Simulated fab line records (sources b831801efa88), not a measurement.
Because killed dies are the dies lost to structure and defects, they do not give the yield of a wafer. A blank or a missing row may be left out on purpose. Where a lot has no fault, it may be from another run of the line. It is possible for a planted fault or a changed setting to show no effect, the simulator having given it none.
A single fault, viewed from 2 desks / flow sky130 / only its own numbers are on each desk; what lay behind them is given at the end

== FROM THE METROLOGY DESK ==
What the gauges read, lot by lot, whatever tool the lot ran on: means of the sampled wafers that have a number. Marked OUT: a lot whose mean sits more than 4 standard deviations from the usual mean, which makes it out of limits; the brackets give that distance.
Columns: A = METAL5_ALCU_RS at SKY_METAL5_RS_MEAS_05, usual 0.02717 ohm/sq
lot=L489; first seen here=day 42 18:21; A=0.02698
lot=L490; first seen here=day 42 21:54; A=0.02720
lot=L491; first seen here=day 43 05:34; A=0.02711
lot=L492; first seen here=day 43 12:56; A=0.02722
lot=L493; first seen here=day 43 19:46; A=0.02730
lot=L497; first seen here=day 45 07:18; A=0.02737
lot=L498; first seen here=day 45 12:32; A=0.02726
lot=L501; first seen here=day 46 06:10; A=0.02732
lot=L505; first seen here=day 47 03:40; A=0.02663
lot=L506; first seen here=day 47 09:08; A=0.02720
lot=L509; first seen here=day 48 04:04; A=0.02689
lot=L510; first seen here=day 48 05:05; A=0.02725
This desk's verdict: no lot among the 12 shows anything out of limits.

== FOR THE TOOL OWNER'S DESK: pvd-sputter-02 ==
The tool's own readings at SKY_METAL4_SPUTTER_04 (material TiN, target thk 70 nm, time 58.3 s): means of the sampled wafers that have a number, for each lot that ran on this tool. Marked OUT: a lot whose mean sits more than 4 standard deviations from the usual mean, which makes it out of limits; the brackets give that distance.
Columns: A = throttle-valve-pct at SKY_METAL4_SPUTTER_04, usual 30.5 %
lot=L489; first seen here=day 39 15:32; A=29.5
lot=L493; first seen here=day 40 18:59; A=32.6
lot=L497; first seen here=day 42 08:08; A=31.3
This desk's verdict: no lot among the 3 shows anything out of limits.

== ALL TOGETHER ==
Metrology desk: nothing out of limits seen.
The desk of the tool owner found nothing out of limits.

== WHAT THE SIMULATOR HAD INSERTED ==
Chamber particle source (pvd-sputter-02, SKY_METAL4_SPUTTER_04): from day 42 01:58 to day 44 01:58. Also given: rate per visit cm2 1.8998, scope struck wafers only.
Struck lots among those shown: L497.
